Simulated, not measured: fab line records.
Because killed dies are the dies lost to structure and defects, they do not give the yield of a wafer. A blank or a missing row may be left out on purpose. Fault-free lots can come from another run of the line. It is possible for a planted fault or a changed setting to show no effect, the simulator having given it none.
Matching of chambers :: flow sky130 :: SKY_VIA4_CMP_21 on cmp-01 has 4 sister chambers
The step polishes, stops on SiO2, t overpolish 25 s, target thk 0 nm. 4 wafers are shown with their chamber, then 7 later ones without.

## WAFERS PAIRED WITH THEIR CHAMBERS
wafer: L726.5
chamber: 2
motorCurrentA (A): 10.5

wafer: L743.4
chamber: 0
motorCurrentA (A): 11.6

wafer: L744.2
chamber: 1
motorCurrentA (A): 11.6

wafer: L744.4
chamber: 3
motorCurrentA (A): 10.6

## WAFERS WITHOUT THEIR CHAMBER
wafer: L744.6
motorCurrentA (A): 11.1

wafer: L746.1
motorCurrentA (A): 11.2

wafer: L746.4
motorCurrentA (A): 11.2

wafer: L746.5
motorCurrentA (A): 11.5

wafer: L747.3
motorCurrentA (A): 10.8

wafer: L747.4
motorCurrentA (A): 10.9

wafer: L747.6
motorCurrentA (A): 10.6

## THE CHAMBER EACH PASSED THROUGH
wafer: L744.6
from the rows above: can't be placed: 0 or 1 or 3 or 2
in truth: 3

wafer: L746.1
from the rows above: can't be placed: 0 or 1 or 3 or 2
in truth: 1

wafer: L746.4
from the rows above: can't be placed: 0 or 1 or 3 or 2
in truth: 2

wafer: L746.5
from the rows above: can't be placed: 0 or 1
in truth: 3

wafer: L747.3
from the rows above: can't be placed: 3 or 2 or 0 or 1
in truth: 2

wafer: L747.4
from the rows above: can't be placed: 3 or 2 or 0 or 1
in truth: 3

wafer: L747.6
from the rows above: can't be placed: 3 or 2
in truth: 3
0 of 7 placed correctly. From these rows, 7 cannot be placed; in 6 the true chamber is one of the candidates. 0 placed wrongly.
How it was worked out, from the rows above alone: a wafer's distance from a chamber is the root of the sum, over the readings, of the square of ((its reading less the chamber's mean) divided by the reading's scatter). The wafer belongs to the nearest chamber; if the next one is less than 2 further off, it can't be placed. For every chamber, the mean is computed from those of its wafers that are shown. The scatter: root of mean squared gap, hidden wafer to nearest shown wafer, with one shown wafer a chamber.
